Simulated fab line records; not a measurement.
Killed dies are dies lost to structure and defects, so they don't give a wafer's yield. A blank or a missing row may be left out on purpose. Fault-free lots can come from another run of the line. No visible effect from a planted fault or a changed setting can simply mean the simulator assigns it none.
A single fault, viewed from 2 desks | flow gf180mcu | every desk sees just its own numbers, and what lay behind them comes last

== METROLOGY DESK ==
What the gauges read for every lot (on any tool): the sampled wafers with a number, averaged. The brackets show how far a lot's mean lies from the usual mean; more than 4 standard deviations puts the lot out of limits, marked OUT.
Columns: A = TOP_METAL_OVL at GF_TOP_METAL_OVL_MEAS_15, usual 0.0 nm; B = PASSIVATION_CVD_02_THK at GF_PASSIVATION_THK_MEAS_03, usual 700 nm
lot  | first seen here | A    | B
L222 | day 28 21:31    | -1.5 | 704
L223 | day 29 04:17    | -2.1 | 699
L224 | day 29 07:02    | -0.3 | 700
L225 | day 29 13:38    | -1.0 | 702
L229 | day 31 01:38    | -0.2 | 696
L234 | day 32 02:02    | 2.5  | 710
L236 | day 32 13:50    | -0.3 | 695
L237 | day 32 15:41    | -0.9 | 701
L239 | day 33 13:25    | 0.1  | 693
L240 | day 33 14:38    | 1.8  | 699
L241 | day 33 17:52    | 2.2  | 705
L242 | day 34 00:44    | 1.8  | 703
This desk found nothing out of limits on any of the 12 lots.

== AT THE TOOL OWNER'S DESK: plasma-asher-03 ==
The tool's own readings at GF_PASSIVATION_STRIP_12 (strips in O2/N2): means of the sampled wafers that have a number, for each lot that ran on this tool. The brackets show how far a lot's mean lies from the usual mean; more than 4 standard deviations puts the lot out of limits, marked OUT.
Columns: A = chamber-pressure-mTorr at GF_PASSIVATION_STRIP_12, usual 1499.9 mTorr; B = drypump-motor-current-A at GF_PASSIVATION_STRIP_12, usual 6.0 A; C = heater-power-w at GF_PASSIVATION_STRIP_12, usual 330 W; D = oes-product-au at GF_PASSIVATION_STRIP_12, usual 0.720 a.u.; E = strip-time-to-endpoint-s at GF_PASSIVATION_STRIP_12, usual 34.8 s
lot  | first seen here | A      | B   | C   | D     | E
L223 | day 30 00:35    | 1499.0 | 6.2 | 360 | 0.720 | 34.9
L225 | day 30 09:32    | 1500.1 | 6.5 | 356 | 0.720 | 35.0
L229 | day 31 19:55    | 1501.1 | 6.5 | 359 | 0.717 | 35.1
L234 | day 32 19:37    | 1499.4 | 6.5 | 365 | 0.720 | 34.7
L237 | day 33 08:41    | 1499.3 | 6.5 | 358 | 0.721 | 35.0
This desk found nothing out of limits on any of the 5 lots.

== ALL TOGETHER ==
Nothing out of limits was seen by the metrology desk.
The desk of the tool owner found nothing out of limits.

== WHAT HAD BEEN PUT IN BY THE SIMULATOR ==
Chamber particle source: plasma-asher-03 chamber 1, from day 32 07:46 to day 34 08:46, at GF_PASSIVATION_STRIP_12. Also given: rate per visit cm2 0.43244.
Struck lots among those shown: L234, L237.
